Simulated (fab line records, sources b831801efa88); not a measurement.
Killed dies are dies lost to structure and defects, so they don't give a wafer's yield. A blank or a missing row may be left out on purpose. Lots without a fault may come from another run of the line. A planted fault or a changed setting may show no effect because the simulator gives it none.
Problem report in the 8D (eight disciplines) form, filled by code | flow gf180mcu | the parts of the form that need people (team, actions taken, sign-off) are left out

1. THE PROBLEM
POLY_GATE_CVD_00_THK at GF_POLY_GATE_THK_MEAS_01 reads a mean of 140.4 nm on 6 wafers of 2 lots; wafers without a fault read 199.5 nm with a standard deviation of 1.7. That is -35 standard deviations from the usual mean.
First seen on wafer L200.2, day 12 16:04, on film_metro-02. The record holds 33 wafers of 11 lots with a number at this step. Rule for "out", or "out of limits": more than 4 standard deviations from the usual mean. The other wafers with a number count as sound.

2. WHAT IT IS AND WHAT IT IS NOT
question                    | is                           | is not
which readings at this step | POLY_GATE_CVD_00_THK         | -
which lots                  | L200, L201                   | L187, L188, L190, L192, L194, L197, L198, L199, L205
which wafers of those lots  | all that have a number       | -
read on which gauges        | film_metro-02, film_metro-04 | film_metro-01
when                        | from day 12 16:04            | up to then (24 sound wafers); but 3 sound wafers of L205 came after

3. SUSPECTS, AND WHAT RULES EACH OUT
Counting: a tool at a process step up to the reading stays a suspect if it ran every lot that is out and no sound lot after the first of them.
- the gauge at GF_POLY_GATE_THK_MEAS_01: ruled out. The wafers that are out were read on 2 gauges (film_metro-02, film_metro-04).
- lpcvd-02 at GF_POLY_GATE_CVD_00 (deposits poly-Si, target thk 200 nm, time 1200 s): kept. It ran every lot that is out, first L200 (day 12 14:43), and no sound lot after that; its last sound lot up to then is L197 (day 11 18:34). Its own readings are out on those wafers: pressure_mtorr.
Left after counting: lpcvd-02 at GF_POLY_GATE_CVD_00.

4. THE CAUSE (what the simulator had put in)
Process parameter drift: lpcvd-02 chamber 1, from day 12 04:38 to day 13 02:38, at GF_POLY_GATE_CVD_00. Setting pressure_mtorr, moved by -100, from 200. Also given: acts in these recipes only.
Counting left only this tool.

5. THE CHAIN OF EFFECTS, in route order
Each row: a reading whose mean over the struck wafers that have a number lies more than 3 standard deviations from the usual. Only readings for which the record gives a usual standard deviation are gone through. hours: the time from each lot's start at the first step in this table that gives one to its start at this step, as a median over the lots. sigmas: the change in usual standard deviations.
hours | step                     | reading              | usual       | on struck wafers | change | sigmas
0     | GF_POLY_GATE_CVD_00      | pressure_mtorr       | 200.0 mTorr | 100.0            | -100.0 | -99 or more
1     | GF_POLY_GATE_THK_MEAS_01 | POLY_GATE_CVD_00_THK | 199.5 nm    | 140.4            | -59.1  | -35
22    | GF_POLY_GATE_ETCH_13     | oes_product_au       | 0.991 a.u.  | 0.788            | -0.203 | -29
The process steps in it:
- GF_POLY_GATE_CVD_00: deposits poly-Si, target thk 200 nm, time 1200 s.
- GF_POLY_GATE_ETCH_13: etches poly-Si in HBr/Cl2, stops on SiO2, target depth 198.5 nm, time 69.6 s.
Later measuring or inspecting steps at which every struck wafer that the step has a row for has a number for every such reading, and none has moved that far: GF_V1_THK_MEAS_03.

6. WHAT WOULD HAVE CAUGHT IT SOONER
In this record the first reading out of limits at a measuring or inspecting step was taken at day 12 16:04, 11 hours after the fault began at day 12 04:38.
The tool's own readings at GF_POLY_GATE_CVD_00 were out on every struck wafer that the step has a row for (pressure_mtorr): an alarm limit on them would have fired on the first of those.
Of the lots that are out (2), L201 began GF_POLY_GATE_CVD_00 on lpcvd-02 after day 12 16:04. A hold on the tool at that time would have spared it.
